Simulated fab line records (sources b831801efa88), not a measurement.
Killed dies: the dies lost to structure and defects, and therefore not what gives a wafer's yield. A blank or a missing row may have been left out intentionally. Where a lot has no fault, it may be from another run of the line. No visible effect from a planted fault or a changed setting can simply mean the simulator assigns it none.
Matching of chambers / flow sky130 / rie diel-01 running SKY_LI_CONTACT_ETCH_15: 4 sister chambers
The step etches PSG in C4F8/O2/Ar, stops on Si, target depth 600 nm. 8 wafers are shown with their chamber, then 9 later ones without.

## WAFERS PAIRED WITH THEIR CHAMBERS
wafer=L081.3; chamber=1; oes product au (a.u.)=0.829; rf fwd power W (W)=1494
wafer=L085.1; chamber=1; oes product au (a.u.)=0.840; rf fwd power W (W)=1494
wafer=L087.1; chamber=3; oes product au (a.u.)=0.838; rf fwd power W (W)=1492
wafer=L087.2; chamber=0; oes product au (a.u.)=0.846; rf fwd power W (W)=1494
wafer=L087.5; chamber=2; oes product au (a.u.)=0.834; rf fwd power W (W)=1492
wafer=L090.1; chamber=2; oes product au (a.u.)=0.844; rf fwd power W (W)=1496
wafer=L090.2; chamber=3; oes product au (a.u.)=0.835; rf fwd power W (W)=1485
wafer=L090.5; chamber=0; oes product au (a.u.)=0.831; rf fwd power W (W)=1490

## WAFERS WITH NO CHAMBER GIVEN
wafer=L092.1; oes product au (a.u.)=0.839; rf fwd power W (W)=1499
wafer=L092.3; oes product au (a.u.)=0.836; rf fwd power W (W)=1484
wafer=L092.6; oes product au (a.u.)=0.835; rf fwd power W (W)=1498
wafer=L095.4; oes product au (a.u.)=0.833; rf fwd power W (W)=1497
wafer=L095.5; oes product au (a.u.)=0.844; rf fwd power W (W)=1489
wafer=L095.6; oes product au (a.u.)=0.834; rf fwd power W (W)=1494
wafer=L097.3; oes product au (a.u.)=0.840; rf fwd power W (W)=1494
wafer=L097.5; oes product au (a.u.)=0.841; rf fwd power W (W)=1507
wafer=L097.6; oes product au (a.u.)=0.831; rf fwd power W (W)=1492

## THE CHAMBER EACH PASSED THROUGH
wafer=L092.1; from the rows above=can't be placed: 2 or 1 or 0 or 3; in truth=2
wafer=L092.3; from the rows above=can't be placed: 3 or 0 or 1 or 2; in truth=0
wafer=L092.6; from the rows above=can't be placed: 1 or 2 or 0 or 3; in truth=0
wafer=L095.4; from the rows above=can't be placed: 1 or 2 or 0 or 3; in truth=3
wafer=L095.5; from the rows above=can't be placed: 3 or 0 or 2 or 1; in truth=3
wafer=L095.6; from the rows above=can't be placed: 1 or 2 or 0 or 3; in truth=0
wafer=L097.3; from the rows above=can't be placed: 2 or 0 or 1 or 3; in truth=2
wafer=L097.5; from the rows above=can't be placed: 2 or 1 or 0 or 3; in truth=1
wafer=L097.6; from the rows above=can't be placed: 1 or 0 or 2 or 3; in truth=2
0 of 9 placed correctly. These rows do not allow placing 9 (true chamber among the candidates in 9). 0 placed wrongly.
How it was worked out, from the rows above alone: a wafer's distance from a chamber is the root of the sum, over the readings, of the square of ((its reading less the chamber's mean) divided by the reading's scatter). If the next closest chamber is less than 2 further off than the closest, the wafer can't be placed; otherwise it belongs to the closest. A chamber's mean is the mean of its shown wafers. How the scatter is found: for the shown wafers, subtract from each reading the mean of its chamber, square and add these, divide the total by (wafers less chambers), then take the root.
